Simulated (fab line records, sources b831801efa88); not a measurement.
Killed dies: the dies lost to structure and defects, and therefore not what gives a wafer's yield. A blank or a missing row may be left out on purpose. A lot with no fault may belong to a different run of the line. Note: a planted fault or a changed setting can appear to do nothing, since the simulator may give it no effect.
2 desks looking at one fault | flow gf180mcu | what lay behind the numbers comes last; until then each desk has only its own

## FROM THE METROLOGY DESK
What the gauges read, lot by lot, whatever tool the lot ran on: means of the sampled wafers that have a number. A lot is out of limits, marked OUT, if its mean lies more than 4 standard deviations from the usual mean; the brackets give that distance.
Columns: A = CONTACT_W_RS at GF_CONTACT_RS_MEAS_25, usual 0.381 ohm/sq; B = M1_ALCU_RS at GF_M1_RS_MEAS_05, usual 0.0695 ohm/sq
lot  | first seen here | A     | B
L951 | day 16 15:44    | 0.377 | 0.0686
L953 | day 17 10:16    | 0.379 | 0.0697
L955 | day 18 02:24    | 0.380 | 0.0701
L956 | day 18 12:40    | 0.377 | 0.0685
L959 | day 19 13:38    | 0.380 | 0.0700
L960 | day 19 23:22    | 0.380 | 0.0703
L961 | day 20 04:20    | 0.377 | 0.0682
L962 | day 20 17:52    | 0.384 | 0.0682
L963 | day 21 01:43    | 0.382 | 0.0689
L966 | day 21 20:05    | 0.381 | 0.0687
L967 | day 22 05:39    | 0.382 | 0.0697
L969 | day 23 02:50    | 0.380 | -
L970 | day 23 03:39    | 0.382 | -
L972 | day 23 20:50    | 0.380 | -
Finding of this desk: none of the 14 lots has anything out of limits.

## THE TOOL OWNER'S DESK: cmp-01
The tool's own readings at GF_CONTACT_CMP_27 (polishes, stops on SiO2, t overpolish 15 s, target thk 0 nm): means of the sampled wafers that have a number, for each lot that ran on this tool. A lot is out of limits, marked OUT, if its mean lies more than 4 standard deviations from the usual mean; the brackets give that distance.
Columns: A = headPressurePsi at GF_CONTACT_CMP_27, usual 3.501 psi; B = motorCurrentA at GF_CONTACT_CMP_27, usual 10.7 A; C = overpolishRunS at GF_CONTACT_CMP_27, usual 14.999 s; D = timeToEndpointS at GF_CONTACT_CMP_27, usual 74 s
lot  | first seen here | A                       | B              | C                       | D
L951 | day 16 15:54    | 3.505                   | 10.1           | 15.007                  | 77
L953 | day 17 10:27    | 3.499                   | 10.5           | 15.003                  | 79
L956 | day 18 12:53    | 3.496                   | 10.5           | 15.000                  | 75
L960 | day 19 23:43    | 3.502                   | 10.3           | 15.002                  | 72
L961 | day 20 04:37    | 3.496                   | 10.4           | 14.996                  | 74
L966 | day 21 20:19    | 3.501                   | 10.2           | 14.997                  | 72
L967 | day 22 05:50    | 3.502                   | 10.0           | 14.995                  | 76
L969 | day 23 03:01    | 1.216 (-99 or more) OUT | 6.1 (-6.3) OUT | 0.043 (-99 or more) OUT | 115 (+12) OUT
L970 | day 23 03:47    | 1.219 (-99 or more) OUT | 6.0 (-6.4) OUT | 0.036 (-99 or more) OUT | 114 (+12) OUT
L972 | day 23 21:07    | 1.208 (-99 or more) OUT | 5.9 (-6.5) OUT | 0.039 (-99 or more) OUT | 114 (+12) OUT
This desk's verdict: out of limits on L969, L970, L972, starting with L969 at day 23 03:01 (headPressurePsi at GF_CONTACT_CMP_27). Within limits: L951, L953, L956, L960, L961, L966, L967.

## ALL TOGETHER
An alarm could have come from the tool owner's desk at day 23 03:01, on L969, L970, L972.
From the metrology desk's view, nothing was out of limits.
The metrology desk has L969, L970, L972 on record, within its limits.
Of the lots named, all ran GF_CONTACT_CMP_27 on cmp-01.

## WHAT THE SIMULATOR PUT IN
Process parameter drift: cmp-01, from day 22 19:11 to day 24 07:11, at GF_CONTACT_CMP_27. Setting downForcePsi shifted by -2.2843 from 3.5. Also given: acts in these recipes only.
Shown lots that were struck: L969, L970, L972.
Delay in hours, fault start to first out-of-limits reading, by desk: the tool owner's desk at 8.
